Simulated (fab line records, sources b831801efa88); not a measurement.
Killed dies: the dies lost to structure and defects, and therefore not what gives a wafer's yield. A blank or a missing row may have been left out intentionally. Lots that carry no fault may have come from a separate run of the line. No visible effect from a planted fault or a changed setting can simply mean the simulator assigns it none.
fab line records	flow sky130
record: lots: 6	wafers: 18	last_day: 50
route steps=708 shown CONTACT@422 METAL1@434 PAD_OPEN@708
lots untouched by any fault: they come from a run of this same line in which no faults occurred
start_h: hours from the record's first day to the start of the lot's first wafer shown	wait_h: hours elapsed since this lot's preceding step	" repeats the value in the row above	L1.1+2: a row that stands for several wafers	- no value, or no start was given	* or withheld: withheld	< > ~ a bound
route shown NAME@n: a module of which the file shows steps, and the number in the route of the first	usual: average and standard deviation across the fault-free wafers	same: alike in all rows	chamber/n: place in a boat	sites: each site's reading	_std_site: standard deviation of those values	_edge_site: mean of outer sites minus mean of inner sites	radius_mm: for every site, how far away it sits from the centre of the wafer	mask NAME#n: copy n	behind: the tool/chamber that last shaped the wafer	hold: why the lot was held/for how many hours/how that ended	device: the transistor (n, p or np) that didn't switch	end of line: at the end of the route, the tests of the same wafers	a step without rows: its recipe alone	killed: the dies lost at the first sort to structure and to defects; this is not the yield of the wafer	map: per-die view of a wafer (x killed, . not killed, _ where there is no die)
set.NAME: the setting the step ran with; set.NAME@STEP: the setting that earlier step ran with	model.NAME: the simulator's own value behind a step, which no gauge read
certain route steps with their lots: each step a table, each wafer a row
services: from which hour (start_h, from the record's first day; less than 0 if before it) a tool's chamber was out of use, for how many hours, and why
== steps ==
step: SKY_CONTACT_ETCH_16
recipe: chemistry: N2/H2	target: BARC	ion_energy_ev: 200	source_w: 500	bias_w: 100	pressure_mtorr: 30	n2_flow_sccm: 100	h2_flow_sccm: 200	stop_on: SiO2	time_s: 45.9	target_depth_a: 600
usual: chamber_pressure_mTorr: 30.000/0.026	drypump_motor_current_A: 5.6/0.53	oes_product_au: 0.855/0.0051	throttle_valve_pct: 13.224/0.0097
lot.wafer	tool	chamber	start_h	wait_h	chamber_pressure_mTorr	drypump_motor_current_A	oes_product_au	rf_hours_counter_h	throttle_valve_pct
L739.1	rie_diel-03	3	759.78	0.0	29.997	4.7	0.859	10	13.224
L739.2	"	0	"	"	29.954	5.2	0.857	2	13.225
L739.6	"	1	"	"	29.980	6.2	0.850	-	13.218
L741.2	rie_diel-02	1	776.49	0.0	30.014	5.3	0.844	8	13.230
L741.4	"	0	"	"	30.024	6.3	0.850	-	13.224
L741.5	"	1	"	"	30.006	5.3	0.859	-	13.231
L750.2	rie_diel-04	2	841.35	0.0	30.053	5.5	0.853	19	13.221
L750.5	"	0	"	"	29.974	5.9	0.844	-	13.231
L750.6	"	2	"	"	30.029	5.4	0.857	-	13.233
L751.2	rie_diel-02	0	843.23	0.0	30.031	6.3	0.860	15	13.226
L751.3	"	3	"	"	30.074	5.4	0.849	8	13.223
L751.5	"	0	"	"	30.006	6.4	0.844	-	13.233
L755.2	rie_diel-04	3	873.73	0.0	29.998	5.8	0.853	0	13.233
L755.3	"	1	"	"	30.027	6.3	0.855	11	13.231
L755.6	"	3	"	"	29.983	5.8	0.851	-	13.226
L760.2	rie_diel-03	1	905.84	0.0	29.976	6.2	0.850	19	13.225
L760.4	"	2	"	"	30.013	4.9	0.856	1	13.218
L760.5	"	2	"	"	29.987	4.8	0.858	-	13.210
step: SKY_CONTACT_ETCH_17
recipe: target: SiO2	chemistry: C4F8/O2/Ar	stop_on: Si3N4	mask_material: KrF-thick	source_w: 1500	bias_w: 1200	pressure_mtorr: 40	c4f8_flow_sccm: withheld	O2_flow_sccm: 6	Ar_flow_sccm: 300	time_s: withheld	target_depth_a: 3400
usual: chamber_pressure_mTorr: 40.00/0.036	oes_product_au: 0.891/0.0045
lot.wafer	tool	chamber	start_h	wait_h	chamber_pressure_mTorr	oes_product_au
L739.1	rie_diel-03	3	759.82	0.0	40.02	0.881
L739.2	"	0	"	"	40.06	0.890
L739.6	"	1	"	"	40.02	0.896
L741.2	rie_diel-02	1	776.54	0.0	39.99	0.890
L741.4	"	0	"	"	39.98	0.884
L741.5	"	1	"	"	39.95	0.899
L750.2	rie_diel-04	2	841.39	0.0	39.97	0.896
L750.5	"	0	"	"	39.98	0.890
L750.6	"	2	"	"	40.05	0.892
L751.2	rie_diel-02	0	843.27	0.0	40.00	0.894
L751.3	"	3	"	"	40.03	0.885
L751.5	"	0	"	"	39.99	0.893
L755.2	rie_diel-04	3	873.78	0.0	39.98	0.896
L755.3	"	1	"	"	40.02	0.889
L755.6	"	3	"	"	40.00	0.894
L760.2	rie_diel-03	1	905.88	0.0	40.04	0.890
L760.4	"	2	"	"	40.03	0.883
L760.5	"	2	"	"	40.03	0.885
step: SKY_CONTACT_ETCH_18
recipe: target: Si3N4	chemistry: CHF3/O2	stop_on: TiN	source_w: 600	bias_w: 200	pressure_mtorr: 40	chf3_flow_sccm: 50	O2_flow_sccm: 5	time_s: 39	target_depth_a: 750
usual: chamber_pressure_mTorr: 40.00/0.037	drypump_motor_current_A: 5.6/0.53	oes_product_au: 0.853/0.0078	throttle_valve_pct: 8.793/0.009
lot.wafer	tool	chamber	start_h	wait_h	chamber_pressure_mTorr	drypump_motor_current_A	oes_product_au	rf_hours_counter_h	throttle_valve_pct
L739.1	rie_diel-03	3	-	-	40.00	4.7	0.863	10	8.793
L739.2	"	0	"	"	40.06	5.2	0.864	2	8.779
L739.6	"	1	"	"	40.00	6.2	0.859	-	8.805
L741.2	rie_diel-02	1	-	-	39.99	5.3	0.843	8	8.779
L741.4	"	0	"	"	39.97	6.3	0.864	-	8.798
L741.5	"	1	"	"	40.03	5.3	0.850	-	8.792
L750.2	rie_diel-04	2	-	-	40.01	5.4	0.855	19	8.775
L750.5	"	0	"	"	39.99	5.9	0.841	-	8.801
L750.6	"	2	"	"	39.96	5.4	0.857	-	8.797
L751.2	rie_diel-02	0	-	-	39.97	6.3	0.848	15	8.780
L751.3	"	3	"	"	40.00	5.4	0.858	8	8.793
L751.5	"	0	"	"	39.98	6.3	0.854	-	8.802
L755.2	rie_diel-04	3	-	-	39.99	5.8	0.865	0	8.803
L755.3	"	1	"	"	40.01	6.3	0.854	11	8.801
L755.6	"	3	"	"	40.00	5.8	0.868	-	8.801
L760.2	rie_diel-03	1	-	-	39.99	6.2	0.846	19	8.792
L760.4	"	2	"	"	40.03	4.8	0.848	1	8.794
L760.5	"	2	"	"	40.08	4.8	0.850	-	8.813
step: SKY_CONTACT_STRIP_19
recipe: chemistry: O2/N2	power_w: 1400	pressure_mtorr: 1500	platen_temp_c: withheld	o2_flow_sccm: 3000	n2_flow_sccm: 300	overash_fraction: 0.5
usual: chamber_pressure_mTorr: 1500.2/1.4	drypump_motor_current_A: 6.00/0.28	oes_product_au: 0.380/0.0053	strip_time_to_endpoint_s: 3.60/0.049
lot.wafer	tool	chamber	start_h	wait_h	chamber_pressure_mTorr	drypump_motor_current_A	oes_product_au	rf_hours_counter_h	strip_time_to_endpoint_s
L739.1	plasma_asher-03	1	759.91	-	1500.2	5.51	0.379	32	3.51
L739.2	"	0	"	"	1501.7	6.12	0.386	32	3.63
L739.6	"	1	"	"	1498.8	5.49	0.390	-	3.58
L741.2	plasma_asher-03	1	776.63	-	1500.6	5.53	0.383	34	3.57
L741.4	"	1	"	"	1501.5	5.51	0.380	-	3.63
L741.5	"	0	"	"	1499.3	6.16	0.379	-	3.57
L750.2	plasma_asher-02	0	841.48	-	1498.1	5.97	0.376	10	3.66
L750.5	"	1	"	"	1498.7	6.24	0.380	-	3.59
L750.6	"	0	"	"	1499.1	5.99	0.381	-	3.65
L751.2	plasma_asher-02	0	843.37	-	1499.5	5.99	0.387	11	3.64
L751.3	"	0	"	"	1499.9	5.97	0.384	-	3.51
L751.5	"	1	"	"	1499.7	6.26	0.380	-	3.65
L755.2	plasma_asher-02	0	873.87	-	1498.0	6.02	0.377	14	3.61
L755.3	"	1	"	"	1501.6	6.24	0.378	-	3.50
L755.6	"	0	"	"	1498.6	6.03	0.372	-	3.60
L760.2	plasma_asher-01	0	905.97	-	1503.1	6.14	0.378	101	3.60
L760.4	"	1	"	"	1496.6	6.19	0.379	-	3.65
L760.5	"	1	"	"	1500.7	6.22	0.390	-	3.64
step: SKY_CONTACT_STRIP_20
recipe: chemistry: post_etch_residue_remover	time_s: 1200	temp_c: 72.5
step: SKY_CONTACT_CLEAN_21
recipe: chemistry: IPA	time_s: 180	temp_c: 25
step: SKY_CONTACT_CLEAN_22
recipe: chemistry: O3/DIW	dry: n2_spin
step: SKY_CONTACT_SPUTTER_23
recipe: material: TiN	target_thk_nm: 20	chamber_pressure_pa: 5	power_w: 4000	time_s: 80
step: SKY_CONTACT_CVD_24
recipe: material: W	target_thk_nm: 340	time_s: 102.12	temp_c: 400	pressure_torr: 40
step: SKY_CONTACT_RS_MEAS_25
recipe: thk_meas_gauge: four-point-probe	reads: W_of_CONTACT_CVD_24+TiN_of_CONTACT_SPUTTER_23
usual: CONTACT_W_RS: 0.334/0.011
lot.wafer	tool	chamber	start_h	wait_h	CONTACT_W_RS[ohm/sq]
L739.1	film_metro-03	-	760.75	0.1	0.317
L739.2	"	-	"	"	0.322
L739.6	"	-	"	"	0.318
L741.2	film_metro-02	-	777.41	0.1	0.320
L741.4	"	-	"	"	0.325
L741.5	"	-	"	"	0.324
L750.2	film_metro-03	-	842.30	0.1	0.333
L750.5	"	-	"	"	0.336
L750.6	"	-	"	"	0.350
L751.2	film_metro-01	-	844.15	0.1	0.325
L751.3	"	-	"	"	0.318
L751.5	"	-	"	"	0.320
L755.2	film_metro-01	-	874.69	0.1	0.348
L755.3	"	-	"	"	0.350
L755.6	"	-	"	"	0.352
L760.2	film_metro-03	-	906.75	0.1	0.318
L760.4	"	-	"	"	0.319
L760.5	"	-	"	"	0.325
step: SKY_CONTACT_THK_MEAS_26
recipe: thk_meas_gauge: xrf	reads: W_of_CONTACT_CVD_24
usual: CONTACT_W_THK: 352/13
lot.wafer	tool	chamber	start_h	wait_h	CONTACT_W_THK[nm]
L739.1	film_metro-03	-	760.87	0.1	378
L739.2	"	-	"	"	372
L739.6	"	-	"	"	378
L741.2	film_metro-02	-	777.52	0.1	366
L741.4	"	-	"	"	363
L741.5	"	-	"	"	364
L750.2	film_metro-03	-	842.41	0.1	352
L750.5	"	-	"	"	351
L750.6	"	-	"	"	339
L751.2	film_metro-01	-	844.26	0.1	359
L751.3	"	-	"	"	368
L751.5	"	-	"	"	362
L755.2	film_metro-01	-	874.80	0.1	338
L755.3	"	-	"	"	334
L755.6	"	-	"	"	332
L760.2	film_metro-03	-	906.86	0.1	371
L760.4	"	-	"	"	369
L760.5	"	-	"	"	361
step: SKY_CONTACT_CMP_27
recipe: stop_on: SiO2	t_overpolish_s: 15	down_force_psi: 3.5	platen_rpm: 60	target_thk_nm: 0	pad_velocity_m_s: 0.94248
step: SKY_METAL1_SPUTTER_00
recipe: material: Ti	target_thk_nm: 15	power_w: 3000	time_s: 10	chamber_pressure_pa: 0.4
usual: throttle_valve_pct: 30.2/0.7
lot.wafer	tool	chamber	start_h	wait_h	throttle_valve_pct	model.Ti_of_METAL1_SPUTTER_00.thk_nm
L739.1	pvd_sputter-04	-	761.23	0.2	30.8	14.98
L739.2	"	-	"	"	29.9	14.77
L739.6	"	-	"	"	30.1	14.88
L741.2	pvd_sputter-03	-	777.87	0.2	30.1	14.59
L741.4	"	-	"	"	29.6	14.71
L741.5	"	-	"	"	30.2	15.32
L750.2	pvd_sputter-04	-	842.76	0.1	30.0	10.5
L750.5	"	-	"	"	31.1	14.91
L750.6	"	-	"	"	30.1	14.8
L751.2	pvd_sputter-04	-	844.61	0.1	31.2	10.57
L751.3	"	-	"	"	31.0	14.97
L751.5	"	-	"	"	31.0	14.61
L755.2	pvd_sputter-01	-	875.15	0.2	30.1	15.05
L755.3	"	-	"	"	29.1	15.13
L755.6	"	-	"	"	30.1	15.1
L760.2	pvd_sputter-03	-	907.21	0.1	29.9	15.12
L760.4	"	-	"	"	30.3	14.79
L760.5	"	-	"	"	29.8	15.17
step: SKY_METAL1_SPUTTER_01
recipe: material: TiN	target_thk_nm: 20	power_w: 6500	time_s: 16.7	chamber_pressure_pa: 0.4
usual: throttle_valve_pct: 30.2/0.7
lot.wafer	tool	chamber	start_h	wait_h	throttle_valve_pct
L739.1	pvd_sputter-04	-	761.25	0.0	30.7
L739.2	"	-	"	"	29.9
L739.6	"	-	"	"	29.9
L741.2	pvd_sputter-03	-	777.89	0.0	30.2
L741.4	"	-	"	"	29.4
L741.5	"	-	"	"	30.1
L750.2	pvd_sputter-04	-	842.78	0.0	30.1
L750.5	"	-	"	"	31.1
L750.6	"	-	"	"	30.0
L751.2	pvd_sputter-04	-	844.64	0.0	31.0
L751.3	"	-	"	"	31.0
L751.5	"	-	"	"	30.5
L755.2	pvd_sputter-01	-	875.17	0.0	30.2
L755.3	"	-	"	"	29.0
L755.6	"	-	"	"	30.2
L760.2	pvd_sputter-03	-	907.23	0.0	29.8
L760.4	"	-	"	"	30.0
L760.5	"	-	"	"	29.3
step: SKY_PAD_OPEN_PROBE_99
usual: defect_limited_yield: 82.5/1.7	killed_at_M0_to_M3: 42/6.1	killed_at_M4_up: 3.1/1.7	killed_at_contacts: 24/5.5	killed_at_front_end: 16/4.1	killed_at_other: 0.3/0.57	killed_dies: 86/8.2	killed_open: 47/6.8	killed_short: 38/5.8	sort_bin_3_pad_short: 0.8/0.42	sort_bin_5_function: 10.2/1.3	sort_bin_6_memory: 6.4/1	sort_n_pass: 406/8.2	sort_yield_pct: 82.5/1.7
same: gross_dies: 492	killed_at_back_side: 0	sort_bin_4_leakage[%]: 0	sort_bin_8_speed[%]: 0
lot.wafer	tool	chamber	start_h	wait_h	defect_limited_yield[%]	killed_at_M0_to_M3	killed_at_M4_up	killed_at_contacts	killed_at_front_end	killed_at_other	killed_dies	killed_open	killed_short	sort_bin_3_pad_short[%]	sort_bin_5_function[%]	sort_bin_6_memory[%]	sort_n_pass	sort_yield_pct[%]
L750.2	prober-01	-	1153.79	0.1	82.3	38	3	25	21	0	87	48	38	1.0	11.6	5.1	405	82.3
L750.5	prober-01	-	1153.94	0.2	81.3	49	2	22	19	0	92	48	43	0.6	10.6	7.5	400	81.3
L750.6	prober-01	-	1153.99	0.2	83.7	44	3	22	11	0	80	40	38	1.2	9.3	5.7	412	83.7
killed by level:class
L750.2 CONTACT:geometric_particle:open=8 FIELD_ISO:geometric_particle:open=6 LI_CONTACT:geometric_particle:open=6 METAL2:geometric_particle:short=6 CONTACT:geometric_particle:short=6 VIA3:geometric_particle:open=5 VIA1:geometric_particle:short=5 VIA1:geometric_particle:open=5
L750.5 VIA1:geometric_particle:open=13 CONTACT:geometric_particle:open=11 METAL1:geometric_particle:short=9 METAL2:geometric_particle:short=8 VIA2:geometric_particle:open=7 POLY_GATE:geometric_particle:short=6 LI_CONTACT:geometric_particle:open=6 FIELD_ISO:geometric_particle:open=4
L750.6 VIA3:geometric_particle:open=10 VIA1:geometric_particle:open=9 LOCAL_INTERCONNECT:geometric_particle:short=7 METAL2:geometric_particle:short=7 CONTACT:geometric_particle:short=6 CONTACT:geometric_particle:open=5 LI_CONTACT:geometric_particle:open=4 METAL1:geometric_particle:short=4
== services ==
tool	chamber	start_h	hours	kind
rie_diel-02	3	740.71	34.0	repair
rie_diel-03	2	740.72	3.3	repair
plasma_asher-02	-	743.34	0.6	repair
rie_diel-02	1	745.64	4.6	repair
rie_diel-02	0	745.66	7.8	repair
pvd_sputter-04	-	753.22	3.7	repair
rie_diel-03	2	755.14	17.2	repair
plasma_asher-02	-	770.84	3.6	repair
pvd_sputter-03	-	771.79	1.0	repair
rie_diel-02	2	774.71	-	clean
rie_diel-02	2	774.71	17.3	scheduled_down
rie_diel-02	2	774.71	17.3	vent_cycle
rie_diel-03	1	781.05	2.6	repair
plasma_asher-01	-	787.19	28.1	pm
pvd_sputter-04	0	809.02	-	consumable_replace:kit
rie_diel-02	1	824.85	2.2	repair
plasma_asher-01	-	833.94	0.9	repair
pvd_sputter-01	-	840.88	25.9	repair
plasma_asher-01	-	847.46	3.7	repair
rie_diel-04	1	853.34	4.2	repair
rie_diel-04	3	875.18	9.3	repair
rie_diel-04	-	880.17	2.8	pm
rie_diel-04	-	896.46	14.6	pm
rie_diel-02	-	907.11	3.1	repair
== key ==
first_sign none at tools or gauges
model_effect: step: SKY_METAL1_SPUTTER_00	value: Ti_of_METAL1_SPUTTER_00.thk_nm	without: 14.87	struck: 10.54
met_at SKY_METAL1_SPUTTER_00
struck_wafers L750.2,L751.2
onset_between 761.23 842.76
fault: kind: process_parameter_drift	tool: pvd_sputter-04	chamber: -	onset_h: 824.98	steps: SKY_METAL1_SPUTTER_00	channel: target_thk_nm	offset: -4.3342	shape: step	end_h: 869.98	scope: struck_wafers_only	acts_in: these_recipes_only	stated: 15
